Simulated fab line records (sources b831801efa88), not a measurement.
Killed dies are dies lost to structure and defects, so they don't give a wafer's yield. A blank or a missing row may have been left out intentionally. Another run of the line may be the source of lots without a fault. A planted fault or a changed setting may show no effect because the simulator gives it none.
Chamber matching | flow gf180mcu | GF_PASSIVATION_CVD_00 on pecvd-04: 3 sister chambers
The step deposits SiO2 from TEOS, target thk 1000 nm, time 111.95 s. 6 wafers are shown with their chamber, then 11 later ones without.

== WAFERS PAIRED WITH THEIR CHAMBERS ==
wafer  | chamber | heater power w (W)
L088.1 | 2       | 641
L088.2 | 0       | 591
L089.2 | 1       | 528
L089.4 | 2       | 515
L089.5 | 1       | 586
L090.2 | 0       | 654

== WAFERS MISSING THEIR CHAMBER ==
wafer  | heater power w (W)
L090.4 | 488
L090.6 | 550
L094.2 | 677
L094.4 | 654
L094.5 | 555
L095.1 | 593
L095.4 | 557
L095.6 | 619
L096.2 | 654
L096.4 | 486
L096.6 | 525

== CHAMBER TAKEN BY EACH ==
wafer  | from the rows above          | in truth
L090.4 | can't be placed: 1 or 2 or 0 | 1
L090.6 | can't be placed: 1 or 2 or 0 | 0
L094.2 | can't be placed: 0 or 2 or 1 | 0
L094.4 | can't be placed: 0 or 2 or 1 | 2
L094.5 | can't be placed: 1 or 2 or 0 | 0
L095.1 | can't be placed: 2 or 0 or 1 | 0
L095.4 | can't be placed: 1 or 2 or 0 | 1
L095.6 | can't be placed: 0 or 2 or 1 | 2
L096.2 | can't be placed: 0 or 2 or 1 | 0
L096.4 | can't be placed: 1 or 2 or 0 | 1
L096.6 | can't be placed: 1 or 2 or 0 | 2
Correct placement for 0 of the 11. From these rows, 11 cannot be placed; in 11 the true chamber is one of the candidates. Number placed wrongly: 0.
How it was worked out, from the rows above alone: a wafer's distance from a chamber is the root of the sum, over the readings, of the square of ((its reading less the chamber's mean) divided by the reading's scatter). If the next closest chamber is less than 2 further off than the closest, the wafer can't be placed; otherwise it belongs to the closest. The mean given for a chamber averages the wafers shown for that chamber. How the scatter is found: for the shown wafers, subtract from each reading the mean of its chamber, square and add these, divide the total by (wafers less chambers), then take the root.
